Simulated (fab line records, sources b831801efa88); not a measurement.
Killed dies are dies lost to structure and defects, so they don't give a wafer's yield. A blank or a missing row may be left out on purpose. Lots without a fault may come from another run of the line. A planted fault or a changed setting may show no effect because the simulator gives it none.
One fault seen from 2 desks | flow sky130 | each desk has only its own numbers; what lay behind them comes last

THE TOOL OWNER'S DESK: krf_scanner-02
The tool's own readings at SKY_METAL2_EXPOSE_12 (exposes mask MM2, target cd 140 nm): means of the sampled wafers that have a number, for each lot that ran on this tool. A lot is out of limits, marked OUT, if its mean lies more than 4 standard deviations from the usual mean; the brackets give that distance.
Columns: A = exposure_dose_mJ_cm2 at SKY_METAL2_EXPOSE_12, usual 28.000; B = reticle_temp_C at SKY_METAL2_EXPOSE_12, usual 23.02 C
lot  | first seen here | A                | B
L831 | day 35 10:27    | 27.990           | 23.03
L833 | day 36 19:34    | 28.020           | 22.89
L837 | day 38 00:04    | 27.955           | 23.02
L840 | day 38 09:11    | 27.964           | 23.04
L844 | day 39 16:12    | 26.176 (-65) OUT | 23.04
This desk's finding: out of limits on L844; first on L844, day 39 16:12 (exposure_dose_mJ_cm2 at SKY_METAL2_EXPOSE_12). In limits: L831, L833, L837, L840.

THE METROLOGY DESK
What the gauges read, lot by lot, whatever tool the lot ran on: means of the sampled wafers that have a number. A lot is out of limits, marked OUT, if its mean lies more than 4 standard deviations from the usual mean; the brackets give that distance.
Columns: A = VIA1_W_THK at SKY_VIA1_THK_MEAS_23, usual 279 nm; B = cd_nm at SKY_METAL2_CD_MEAS_15, usual 140.1 nm
lot  | first seen here | A   | B
L829 | day 34 09:01    | 281 | 140.4
L830 | day 34 15:34    | 277 | 141.1
L831 | day 34 19:44    | 280 | 140.2
L832 | day 35 06:22    | 283 | 141.1
L835 | day 36 04:10    | 278 | 141.4
L833 | day 36 05:37    | 278 | 139.8
L836 | day 36 22:34    | 279 | 140.3
L837 | day 37 09:56    | 283 | 138.7
L840 | day 37 19:40    | 280 | 140.9
L843 | day 38 21:21    | 285 | 142.9
L844 | day 39 01:14    | 279 | 99.2 (-31) OUT
This desk's finding: out of limits on L844; first on L844, day 40 04:37 (cd_nm at SKY_METAL2_CD_MEAS_15). In limits: L829, L830, L831, L832, L835, L833, L836, L837, L840, L843.

PUT TOGETHER
The tool owner's desk could have raised an alarm at day 39 16:12, on L844.
The metrology desk could have raised an alarm at day 40 04:37, on L844.
Of the lots named, all ran SKY_METAL2_EXPOSE_12 on krf_scanner-02.

WHAT THE SIMULATOR HAD PUT IN
Process parameter drift: krf_scanner-02, from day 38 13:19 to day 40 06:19, at SKY_METAL2_EXPOSE_12. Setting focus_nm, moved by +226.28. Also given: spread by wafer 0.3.
Lots struck among those shown: L844.
Hours from the fault's start to each desk's first reading out of limits: the tool owner's desk, 27; the metrology desk, 39.
